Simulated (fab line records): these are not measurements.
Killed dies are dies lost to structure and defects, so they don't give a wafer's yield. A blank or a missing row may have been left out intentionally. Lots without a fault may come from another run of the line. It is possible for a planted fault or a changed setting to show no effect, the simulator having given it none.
Which tool did it?	flow sky130	11 lots, 33 wafers sampled, at 6 steps of a route of 708

WHAT EACH GAUGE READ, for each wafer
SKY_RES_PROTECT_TW_MEAS_08.
lot	measured	on	POLY_GATE_TW
L214	day 14 19:33	film-metro-04	4037 4019 4024
L218	day 16 07:24	film-metro-01	4062 4080 4059
L222	day 17 12:44	film-metro-03	4134 4149 4120
L221	day 17 12:57	film-metro-04	4028 4004 3996
L223	day 17 23:37	film-metro-01	4065 4036 4065
L230	day 20 21:39	film-metro-01	4071 4067 4077
L232	day 21 12:39	film-metro-01	4058 4051 4032
L233	day 21 21:36	film-metro-01	4067 4042 4021
L234	day 22 15:42	film-metro-01	4063 4074 4067
L235	day 22 19:46	film-metro-01	4087 4077 4093
L236	day 23 03:10	film-metro-01	4081 4074 4058

SKY_SD_P_CD_MEAS_07: target cd 380 nm.
lot	measured	on	cd-nm (nm)
L214	day 25 15:46	cd-sem-02	383.8 385.7 382.8
L218	day 26 16:40	cd-sem-01	380.1 380.2 382.7
L222	day 28 04:52	cd-sem-02	- - -
L221	day 28 04:26	cd-sem-02	384.2 381.2 384.0
L223	day 28 13:26	cd-sem-01	- - -
L230	day 31 00:55	cd-sem-02	376.9 377.2 374.6
L232	day 31 06:27	cd-sem-01	384.0 381.8 380.8
L233	day 31 15:43	cd-sem-02	379.1 380.8 379.1
L234	day 32 07:23	cd-sem-02	379.7 377.6 378.9
L235	day 32 10:19	cd-sem-01	378.7 380.2 379.5
L236	day 32 18:20	cd-sem-01	378.1 379.5 378.0

SKY_RES_XHIGH_TW_MEAS_09.
lot	measured	on	RES_XHIGH_TW
L214	day 26 20:52	film-metro-04	1655 1650 1654
L218	day 27 20:58	film-metro-04	1650 1663 1648
L222	day 29 08:36	film-metro-02	2874 2889 2890
L221	day 29 08:16	film-metro-03	1684 1679 1683
L223	day 29 16:10	film-metro-03	2935 2965 2944
L230	day 32 03:30	film-metro-04	1643 1642 1626
L232	day 32 09:33	film-metro-03	1669 1659 1667
L233	day 32 18:57	film-metro-03	1667 1671 1668
L234	day 33 10:42	film-metro-04	1640 1644 1642
L235	day 33 12:34	film-metro-03	1668 1663 1667
L236	day 33 21:28	film-metro-04	1647 1643 1647

SKY_LI_CONTACT_THK_MEAS_01.
lot	measured	on	LI_CONTACT_HDPCVD_THK (nm)
L214	day 28 02:14	film-metro-02	926 930 927
L218	day 29 00:47	film-metro-04	912 939 932
L222	day 30 12:18	film-metro-02	941 925 939
L221	day 30 12:02	film-metro-03	912 930 910
L223	day 30 19:26	film-metro-03	903 948 906
L230	day 33 07:16	film-metro-04	953 933 946
L232	day 33 13:08	film-metro-02	947 942 948
L233	day 33 22:16	film-metro-03	933 925 925
L234	day 34 14:31	film-metro-02	934 939 917
L235	day 34 15:50	film-metro-03	949 941 943
L236	day 35 01:56	film-metro-02	922 927 904

TOOL THAT RAN EACH LOT (tool first, then ch and the chambers of the sampled wafers, then the start)
lot	SKY_POLY_CUT_ETCH_11	SKY_SD_P_COAT_02
L214	rie-diel-03 ch 0,1,2, day 24 09:40	litho-track-04 ch 0, day 25 00:50
L218	rie-diel-02 ch 1,2,3, day 25 12:05	litho-track-02 ch 0, day 26 02:10
L222	rie-diel-03 ch 0,3, day 27 01:28	litho-track-02, day 27 14:55
L221	rie-diel-01 ch 0,1,2, day 27 01:07	litho-track-02 ch 0, day 27 14:19
L223	rie-diel-03 ch 1,3, day 27 09:46	litho-track-04, day 27 23:46
L230	rie-diel-02 ch 0,1,2, day 29 23:29	litho-track-02 ch 0, day 30 11:44
L232	rie-diel-03 ch 1,3, day 30 04:47	litho-track-04 ch 0, day 30 17:40
L233	rie-diel-01 ch 0,2,3, day 30 13:28	litho-track-04 ch 0, day 31 02:37
L234	rie-diel-02 ch 0,3, day 31 04:21	litho-track-02 ch 0, day 31 17:14
L235	rie-diel-02 ch 1,2, day 31 07:17	litho-track-04 ch 0, day 31 20:43
L236	rie-diel-01 ch 1,2, day 31 15:44	litho-track-04 ch 0, day 32 04:31
- SKY_POLY_CUT_ETCH_11: etches Si3N4 in CF4/CH2F2/Ar, stops on poly-Si, time 42.5 s, target depth 60 nm.
- SKY_SD_P_COAT_02: resist thk 1140 nm.

WHAT THE TOOLS THEMSELVES READ (means of the sampled wafers that have a number; where no wafer has one, the mark that the record gives instead)
SKY_POLY_CUT_ETCH_11.
lot	tool	drypump-motor-current-A (A)	oes-product-au (a.u.)	throttle-valve-pct (%)
L214	rie-diel-03	6.1	0.828	14.985
L218	rie-diel-02	5.7	0.829	14.990
L222	rie-diel-03	5.7	0.825	14.999
L221	rie-diel-01	6.0	0.820	14.986
L223	rie-diel-03	6.3	0.823	15.000
L230	rie-diel-02	5.9	0.825	14.998
L232	rie-diel-03	6.3	0.823	15.001
L233	rie-diel-01	6.1	0.821	14.989
L234	rie-diel-02	6.2	0.832	14.990
L235	rie-diel-02	5.5	0.838	15.003
L236	rie-diel-01	5.9	0.826	14.994

SKY_SD_P_COAT_02.
lot	tool	chill-plate-temp-C (C)	dispense-pressure-kPa (kPa)	resist-line-temp-C (C)
L214	litho-track-04	22.94	50	23.09
L218	litho-track-02	23.12	57	22.85
L222	litho-track-02	-	-	-
L221	litho-track-02	23.14	57	23.06
L223	litho-track-04	-	-	-
L230	litho-track-02	22.90	57	23.02
L232	litho-track-04	23.01	50	23.08
L233	litho-track-04	23.06	50	23.02
L234	litho-track-02	23.22	57	22.90
L235	litho-track-04	23.00	50	22.98
L236	litho-track-04	23.00	50	22.98

THE ANSWER, worked out from the rows above alone
Rule: usual is defined by the lots themselves. The widest of any qualifying gaps counts: lots, ordered by their means at a reading, are off when they make up no more than a third of the lots, leave a main group of 4 or more, and stand apart from it by 3 or more times the standard deviation of that group's means. If all means in a main group match to the digits the tables above print for the reading, that group is not used. Also off: a lot with no number at a reading for which 4 or more lots have one. The other lots that the step has rows for count as sound. After the gauges, taken in route order, come the tools' own readings; for these a lot's mean is taken, as printed above. At the first step where some lot is off, the reading lying furthest off is the one used; lots without a number count as furthest.
Off, at SKY_SD_P_CD_MEAS_07 on cd-nm: L222, L223. Without a number there: L222, L223. For the main group the mean is 380.3 nm and the standard deviation 2.4.
If a tool, at a process step before that reading, ran all the lots that are off and no sound lot after the first of them, it fits. The gauges at SKY_SD_P_CD_MEAS_07 aren't tried: what is off there is off at SKY_RES_XHIGH_TW_MEAS_09 too, on other tools, and a gauge's error can't cause that. Not one of the candidates tried fits.

WHAT WAS PUT IN BY THE SIMULATOR
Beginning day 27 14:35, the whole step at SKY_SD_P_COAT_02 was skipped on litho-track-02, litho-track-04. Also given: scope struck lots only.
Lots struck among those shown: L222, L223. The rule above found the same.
